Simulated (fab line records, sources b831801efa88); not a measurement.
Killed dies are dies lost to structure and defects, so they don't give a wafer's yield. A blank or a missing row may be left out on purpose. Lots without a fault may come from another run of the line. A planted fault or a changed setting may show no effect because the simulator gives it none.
One fault seen from 2 desks | flow gf180mcu | each desk has only its own numbers; what lay behind them comes last

THE TOOL OWNER'S DESK: pvd_sputter-01
The tool's own readings at GF_M3_SPUTTER_03 (material Ti, target thk 10 nm, time 6.7 s): means of the sampled wafers that have a number, for each lot that ran on this tool. A lot is out of limits, marked OUT, if its mean lies more than 4 standard deviations from the usual mean; the brackets give that distance.
Columns: A = throttle_valve_pct at GF_M3_SPUTTER_03, usual 29.4 %
lot  | first seen here | A
L217 | day 24 15:38    | 29.1
L224 | day 26 12:53    | 30.1
L226 | day 27 07:22    | 29.7
This desk's finding: nothing out of limits on any of the 3 lots.

THE METROLOGY DESK
What the gauges read, lot by lot, whatever tool the lot ran on: means of the sampled wafers that have a number. A lot is out of limits, marked OUT, if its mean lies more than 4 standard deviations from the usual mean; the brackets give that distance.
Columns: A = V2_W_RS at GF_V2_RS_MEAS_24, usual 0.330 ohm/sq; B = V2_W_THK at GF_V2_THK_MEAS_25, usual 342 nm
lot  | first seen here | A     | B
L213 | day 22 17:07    | 0.325 | 349
L217 | day 24 14:59    | 0.330 | 340
L224 | day 26 12:15    | 0.325 | 342
L225 | day 26 12:43    | 0.328 | 343
L226 | day 27 06:46    | 0.327 | 343
L229 | day 27 15:07    | 0.332 | 338
This desk's finding: nothing out of limits on any of the 6 lots.

PUT TOGETHER
The tool owner's desk saw nothing out of limits.
The metrology desk saw nothing out of limits.

WHAT THE SIMULATOR HAD PUT IN
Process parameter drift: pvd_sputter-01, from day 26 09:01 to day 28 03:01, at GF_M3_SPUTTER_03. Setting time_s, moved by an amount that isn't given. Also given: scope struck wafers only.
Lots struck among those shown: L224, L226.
